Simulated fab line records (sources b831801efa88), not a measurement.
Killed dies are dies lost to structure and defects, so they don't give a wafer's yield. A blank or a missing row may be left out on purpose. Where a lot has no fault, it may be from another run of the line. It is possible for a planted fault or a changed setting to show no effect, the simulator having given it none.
Commonality check across tools -- flow sky130 -- Lots sampled 11, wafers sampled 42

WHAT PROMPTED THE OPENING
At SKY_SD_N_RS_MEAS_16 the reading SD_N_RS is flagged on 3 of 11 lots. No-fault wafers: 68.60 ohm/sq, standard deviation 0.11.
Rule: a lot is flagged when every wafer of it that has a number lies more than 4 standard deviations from that mean, or none has a number. All remaining lots are regarded as sound.

lot,measured,on,"SD_N_RS (ohm/sq), wafer by wafer",flag
L769,day 28 17:46,filmMetro-01,68.78 68.85 68.86,
L770,day 28 22:08,filmMetro-02,68.51 68.51 68.65,
L773,day 30 06:58,filmMetro-04,65.28 65.27 65.38 65.42 65.21 65.41,FLAGGED
L775,day 30 17:07,filmMetro-01,65.53 65.23 65.44 65.49 65.47 65.32,FLAGGED
L776,day 31 06:31,filmMetro-02,65.53 65.36 65.45 65.45 65.35 65.28,FLAGGED
L781,day 33 01:55,filmMetro-04,68.64 68.63 68.69,
L784,day 34 00:07,filmMetro-02,68.48 68.53 68.51,
L786,day 34 05:36,filmMetro-02,68.37 68.43 68.60,
L787,day 34 10:25,filmMetro-04,68.68 68.72 68.57,
L790,day 35 20:32,filmMetro-02,68.61 68.62 68.54,
L789,day 35 21:00,filmMetro-04,68.55 68.47 68.56,
Average over the flagged lots: 65.38 ohm/sq; offset from the usual -3.22 ohm/sq, equal to -29 standard deviations.

WHICH TOOL RAN EACH LOT
The record holds 2 process steps before the reading, out of a route of 708 steps. Every cell lists first the tool, next ch and the chambers used by the sampled wafers, and last the start.
lot,flag,SKY_SD_N_IMPLANT_09,SKY_SD_N_STRIP_11
L769,,"implanter-02 ch 0, day 28 17:06","plasmaAsher-01 ch 0,1, day 28 17:22"
L770,,"implanter-01 ch 0, day 28 21:26","plasmaAsher-03 ch 0,1, day 28 21:44"
L773,FLAGGED,"implanter-02 ch 0, day 30 06:17","plasmaAsher-01 ch 0,1, day 30 06:35"
L775,FLAGGED,"implanter-02 ch 0, day 30 16:25","plasmaAsher-03 ch 0,1, day 30 16:43"
L776,FLAGGED,"implanter-02 ch 0, day 31 05:50","plasmaAsher-03 ch 0,1, day 31 06:08"
L781,,"implanter-03 ch 0, day 33 01:14","plasmaAsher-03 ch 0,1, day 33 01:32"
L784,,"implanter-02 ch 0, day 33 23:26","plasmaAsher-03 ch 0,1, day 33 23:44"
L786,,"implanter-03 ch 0, day 34 04:56","plasmaAsher-01 ch 0,1, day 34 05:13"
L787,,"implanter-01 ch 0, day 34 09:44","plasmaAsher-02 ch 0,1, day 34 10:02"
L790,,"implanter-03 ch 0, day 35 19:50","plasmaAsher-01 ch 0,1, day 35 20:07"
L789,,"implanter-01 ch 0, day 35 20:19","plasmaAsher-02 ch 0,1, day 35 20:35"
What is done by these steps:
- SKY_SD_N_IMPLANT_09
- SKY_SD_N_STRIP_11: strips in O2/N2.
- SKY_SD_N_RS_MEAS_16: measures by four-point-probe.

FLAGGED AGAINST TOTAL, ONE TOOL AT A TIME (gauges that did the reading follow at the end)
step,tool,lots run,flagged,share of the flagged lots,sound lots run after its first flagged lot
SKY_SD_N_IMPLANT_09,implanter-01,3,0,none,-
SKY_SD_N_IMPLANT_09,implanter-02,5,3,all,1 (L784)
SKY_SD_N_IMPLANT_09,implanter-03,3,0,none,-
SKY_SD_N_STRIP_11,plasmaAsher-01,4,1,some,"2 (L786,L790)"
SKY_SD_N_STRIP_11,plasmaAsher-02,2,0,none,-
SKY_SD_N_STRIP_11,plasmaAsher-03,5,2,some,"2 (L781,L784)"
SKY_SD_N_RS_MEAS_16,filmMetro-01,2,1,some,0
SKY_SD_N_RS_MEAS_16,filmMetro-02,5,1,some,"3 (L784,L786,L790)"
SKY_SD_N_RS_MEAS_16,filmMetro-04,4,1,some,"3 (L781,L787,L789)"

THE TABLE: WHAT IT ALLOWS
Rows of the table that ran each flagged lot: 1, that is implanter-02 at SKY_SD_N_IMPLANT_09.
- implanter-02 at SKY_SD_N_IMPLANT_09 ran 5 lots, 3 of them flagged. Lots that were sound ran on it after the first flagged one (L784); a persistent fault on the entire tool would not allow that. Its own readings (beamOnS, doseIonsCm2) fall more than 4 standard deviations out on all wafers of the flagged lots.
Not one row of the table ran every flagged lot while running no sound lot after the first.

WHAT THE SIMULATOR HAD INSERTED
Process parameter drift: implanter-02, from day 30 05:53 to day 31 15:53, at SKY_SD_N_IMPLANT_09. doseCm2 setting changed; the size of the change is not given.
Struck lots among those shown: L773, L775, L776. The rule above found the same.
